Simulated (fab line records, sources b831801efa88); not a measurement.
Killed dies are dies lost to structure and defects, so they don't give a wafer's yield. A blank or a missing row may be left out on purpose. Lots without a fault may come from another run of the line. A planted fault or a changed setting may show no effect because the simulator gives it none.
fab line records | flow sky130 | part 2 of 2: steps 31 to 42 of 42
record lots=5 wafers=15 last_day=49
route steps=708 shown LDD_N@241 LDD_P@255 LDD_HVN@267 LDD_HVP@278
lots that met no fault: from a run of the same line without faults
start_h: hours from the record's first day to the start of the lot's first wafer shown | wait_h: hours since the lot's step before | " the same as in the row above | L1.1+2: a row that stands for several wafers | - no value, or no start given | * or withheld: withheld | < > ~ a bound
route shown NAME@n: a module of which the file shows steps, and the number in the route of the first | usual: mean/standard deviation of fault-free wafers | same: alike in all rows | chamber/n: place in a boat | sites: the reading at each site | _std_site: their standard deviation | _edge_site: outer sites' mean less inner sites' | radius_mm: how far each site lies from the wafer's centre | mask NAME#n: copy n | behind: the tool/chamber that last shaped the wafer | hold: why the lot was held/for how many hours/how that ended | device: the transistor (n, p or np) that didn't switch | end of line: the same wafers' tests at the end of the route | a step without rows: its recipe alone | killed: dies lost to structure and defects at the first sort, not the wafer's yield | map: a wafer's dies, x killed, . not, _ none there
set.NAME: the setting as run; set.NAME@STEP: as run at that earlier step | model.NAME: the simulator's own value behind a step, which no gauge read
lots at some steps of the route; a table a step, a row a wafer
services: from which hour (start_h, from the record's first day; less than 0 if before it) a tool's chamber was out of use, for how many hours, and why
## steps
# step SKY_LDD_HVN_EXPOSE_04
# recipe mask_id=HVNTM na=0.6 source_shape=conventional sigma_outer=0.6 polarization=unpolarized target_cd_nm=700 dose_mj=127
# usual stage_vel_mm_s=499.97/0.24
# columns lot.wafer tool chamber start_h wait_h mask stage_vel_mm_s
L076.1 iline_stepper-02 0 - - HVNTM#0 499.68
L076.4 " 0 " " HVNTM#0 500.12
L076.6 " 0 " " HVNTM#0 499.93
L080.1 iline_stepper-02 0 - - HVNTM#0 500.16
L080.2 " 0 " " HVNTM#0 499.90
L080.4 " 0 " " HVNTM#0 500.27
L086.3 iline_stepper-02 0 - - HVNTM#0 499.74
L086.4 " 0 " " HVNTM#0 500.11
L086.6 " 0 " " HVNTM#0 499.97
L090.3 iline_stepper-01 0 - - HVNTM#0 500.10
L090.4 " 0 " " HVNTM#0 500.46
L090.6 " 0 " " HVNTM#0 499.77
L093.3 iline_stepper-01 0 - - HVNTM#0 499.79
L093.4 " 0 " " HVNTM#0 499.90
L093.5 " 0 " " HVNTM#0 499.76
# step SKY_LDD_HVN_PEB_05
# recipe temp_c=withheld time_s=* resist=NOVOLAK
# columns lot.wafer tool chamber start_h wait_h
L076.1+4+6 litho_track-03 0 - -
L080.1+2+4 litho_track-01 0 - -
L086.3+4+6 litho_track-02 0 - -
L090.3+4+6 litho_track-01 0 - -
L093.3+4+5 litho_track-01 0 - -
# step SKY_LDD_HVN_DEVELOP_06
# recipe resist=NOVOLAK developer=TMAH develop_time_s=60 dev_temp_c=23
# same develop_time_s=60
# columns lot.wafer tool chamber start_h wait_h
L076.1+4+6 litho_track-03 0 492.78 0.1
L080.1+2+4 litho_track-01 0 520.03 0.1
L086.3+4+6 litho_track-02 0 575.06 0.1
L090.3+4+6 litho_track-01 0 617.78 0.1
L093.3+4+5 litho_track-01 0 633.23 0.1
# step SKY_LDD_HVN_OVL_MEAS_07
# usual LDD_HVN_OVL=0.4/1.6
# columns lot.wafer tool chamber start_h wait_h LDD_HVN_OVL[nm]
L076.1 overlay-02 - 492.93 0.1 -0.2
L076.4 " - " " 0.0
L076.6 " - " " 0.0
L080.1 overlay-02 - 520.18 0.1 1.2
L080.2 " - " " 3.1
L080.4 " - " " 1.2
L086.3 overlay-01 - 575.17 0.1 -0.2
L086.4 " - " " -0.4
L086.6 " - " " 1.4
L090.3 overlay-02 - 617.89 0.1 0.1
L090.4 " - " " 0.1
L090.6 " - " " -0.5
L093.3 overlay-02 - 633.34 0.1 1.2
L093.4 " - " " -0.2
L093.5 " - " " 1.7
# step SKY_LDD_HVN_IMPLANT_08
# recipe species=P energy_kev=60 dose_cm2=3e+13 tilt_deg=40
# usual beam_on_s=10.01/0.19
# columns lot.wafer tool chamber start_h wait_h beam_on_s
L076.1 implanter-01 0 492.97 0.0 10.15
L076.4 " 0 " " 10.21
L076.6 " 0 " " 9.95
L080.1 implanter-03 0 520.22 0.0 10.18
L080.2 " 0 " " 10.10
L080.4 " 0 " " 9.78
L086.3 implanter-01 0 575.24 0.1 9.68
L086.4 " 0 " " 10.14
L086.6 " 0 " " 9.71
L090.3 implanter-04 0 617.96 0.1 9.72
L090.4 " 0 " " 9.79
L090.6 " 0 " " 10.04
L093.3 implanter-04 0 633.41 0.1 10.41
L093.4 " 0 " " 9.96
L093.5 " 0 " " 10.04
# step SKY_LDD_HVN_STRIP_09
# recipe chemistry=O2/N2 power_w=1400 pressure_mtorr=1500 platen_temp_c=withheld o2_flow_sccm=3000 n2_flow_sccm=300 overash_fraction=0.5
# usual drypump_motor_current_A=5.58/0.23 n2_flow_sccm=300.1/0.84 oes_product_au=0.408/0.0049 strip_time_to_endpoint_s=4.139/0.015
# columns lot.wafer tool chamber start_h wait_h drypump_motor_current_A n2_flow_sccm oes_product_au rf_hours_counter_h strip_time_to_endpoint_s
L076.1 plasma_asher-02 0 493.12 0.1 5.75 296.8 0.413 77 4.139
L076.4 " 0 " " 5.75 298.1 0.408 - 4.141
L076.6 " 1 " " 5.20 300.2 0.417 - 4.140
L080.1 plasma_asher-02 0 520.37 0.1 5.77 299.3 0.406 80 4.128
L080.2 " 1 " " 5.24 302.1 0.402 80 4.130
L080.4 " 0 " " 5.77 298.9 0.406 - 4.130
L086.3 plasma_asher-02 0 575.38 0.1 5.79 300.4 0.421 - 4.153
L086.4 " 1 " " 5.25 300.1 0.411 - 4.142
L086.6 " 1 " " 5.24 301.2 0.412 - 4.128
L090.3 plasma_asher-01 1 618.10 0.1 5.47 299.8 0.408 - 4.137
L090.4 " 0 " " 5.57 300.8 0.411 - 4.121
L090.6 " 1 " " 5.46 300.0 0.407 - 4.131
L093.3 plasma_asher-01 0 633.55 0.1 5.59 300.0 0.409 - 4.135
L093.4 " 1 " " 5.46 299.7 0.404 - 4.127
L093.5 " 1 " " 5.45 300.4 0.396 - 4.119
# step SKY_LDD_HVN_TW_MEAS_10
# usual LDD_HVN_TW=1435/12
# columns lot.wafer tool chamber start_h wait_h LDD_HVN_TW
L076.1 film_metro-01 - 493.22 0.1 1447
L076.4 " - " " 1447
L076.6 " - " " 1449
L080.1 film_metro-04 - 520.46 0.1 1417
L080.2 " - " " 1415
L080.4 " - " " 1422
L086.3 film_metro-01 - 575.46 0.1 1449
L086.4 " - " " 1449
L086.6 " - " " 1449
L090.3 film_metro-01 - 618.18 0.1 1441
L090.4 " - " " 1437
L090.6 " - " " 1439
L093.3 film_metro-03 - 633.63 0.1 1433
L093.4 " - " " 1429
L093.5 " - " " 1440
# step SKY_LDD_HVP_DEHYDRATE_00
# recipe temp_c=200 time_s=60
# columns lot.wafer tool chamber start_h wait_h
L076.1+4+6 litho_track-02 0 508.41 15.2
L080.1+2+4 litho_track-03 0 535.38 14.9
L086.3+4+6 litho_track-02 0 590.01 14.5
L090.3+4+6 litho_track-03 0 632.08 13.9
L093.3+4+5 litho_track-04 0 647.82 14.2
# step SKY_LDD_HVP_HMDS_01
# recipe prime_time_s=60 prime_temp_c=120
# same prime_time_s=60
# columns lot.wafer tool chamber start_h wait_h
L076.1+4+6 litho_track-02 0 508.56 0.1
L080.1+2+4 litho_track-03 0 535.53 0.1
L086.3+4+6 litho_track-02 0 590.16 0.1
L090.3+4+6 litho_track-03 0 632.23 0.1
L093.3+4+5 litho_track-04 0 647.97 0.1
# step SKY_LDD_HVP_COAT_02
# recipe resist=NOVOLAK spin_rpm=3000 resist_thk_nm=300
# columns lot.wafer tool chamber start_h wait_h
L076.1+4+6 litho_track-02 0 508.71 0.1
L080.1+2+4 litho_track-03 0 535.68 0.1
L086.3+4+6 litho_track-02 0 590.31 0.1
L090.3+4+6 litho_track-03 0 632.38 0.1
L093.3+4+5 litho_track-04 0 648.12 0.1
# step SKY_LDD_HVP_SOFTBAKE_03
# recipe temp_c=90 time_s=60 resist=NOVOLAK
# columns lot.wafer tool chamber start_h wait_h
L076.1+4+6 litho_track-02 0 508.86 0.1
L080.1+2+4 litho_track-03 0 535.83 0.1
L086.3+4+6 litho_track-02 0 590.46 0.1
L090.3+4+6 litho_track-03 0 632.53 0.1
L093.3+4+5 litho_track-04 0 648.27 0.1
# step SKY_LDD_HVP_EXPOSE_04
# recipe mask_id=HVPTM na=0.6 source_shape=conventional sigma_outer=0.6 polarization=unpolarized target_cd_nm=700 dose_mj=86
# usual stage_vel_mm_s=500.02/0.25
# columns lot.wafer tool chamber start_h wait_h mask stage_vel_mm_s
L076.1 iline_stepper-02 0 - - HVPTM#0 499.94
L076.4 " 0 " " HVPTM#0 500.18
L076.6 " 0 " " HVPTM#0 500.12
L080.1 iline_stepper-01 0 - - HVPTM#0 500.08
L080.2 " 0 " " HVPTM#0 500.33
L080.4 " 0 " " HVPTM#0 500.59
L086.3 iline_stepper-01 0 - - HVPTM#0 499.90
L086.4 " 0 " " HVPTM#0 499.98
L086.6 " 0 " " HVPTM#0 499.76
L090.3 iline_stepper-02 0 - - HVPTM#0 499.44
L090.4 " 0 " " HVPTM#0 499.59
L090.6 " 0 " " HVPTM#0 499.40
L093.3 iline_stepper-02 0 - - HVPTM#0 499.95
L093.4 " 0 " " HVPTM#0 500.16
L093.5 " 0 " " HVPTM#0 499.87
## services
# columns tool chamber start_h hours kind
iline_stepper-01 - 391.75 2.1 pm
iline_stepper-02 - 409.68 2.7 repair
plasma_asher-04 - 421.25 9.0 pm
iline_stepper-01 - 422.34 2.0 repair
implanter-03 - 435.11 4.3 pm
plasma_asher-03 - 447.78 2.5 repair
iline_stepper-01 - 448.95 22.1 repair
implanter-01 - 457.20 6.0 pm
iline_stepper-01 - 471.06 8.9 pm
implanter-04 - 486.62 13.7 pm
implanter-02 - 506.46 3.9 repair
implanter-01 - 529.39 4.1 repair
implanter-04 - 534.69 2.9 pm
iline_stepper-02 - 562.55 3.8 repair
implanter-01 - 564.26 5.2 pm
iline_stepper-02 - 582.53 1.7 pm
iline_stepper-01 - 586.20 1.7 pm
iline_stepper-02 - 587.97 2.1 pm
iline_stepper-02 - 590.05 4.4 pm
implanter-01 - 602.74 2.9 pm
implanter-04 - 611.06 4.9 pm
iline_stepper-01 - 629.88 4.4 pm
iline_stepper-02 - 635.25 2.4 repair
implanter-01 - 635.90 11.0 repair
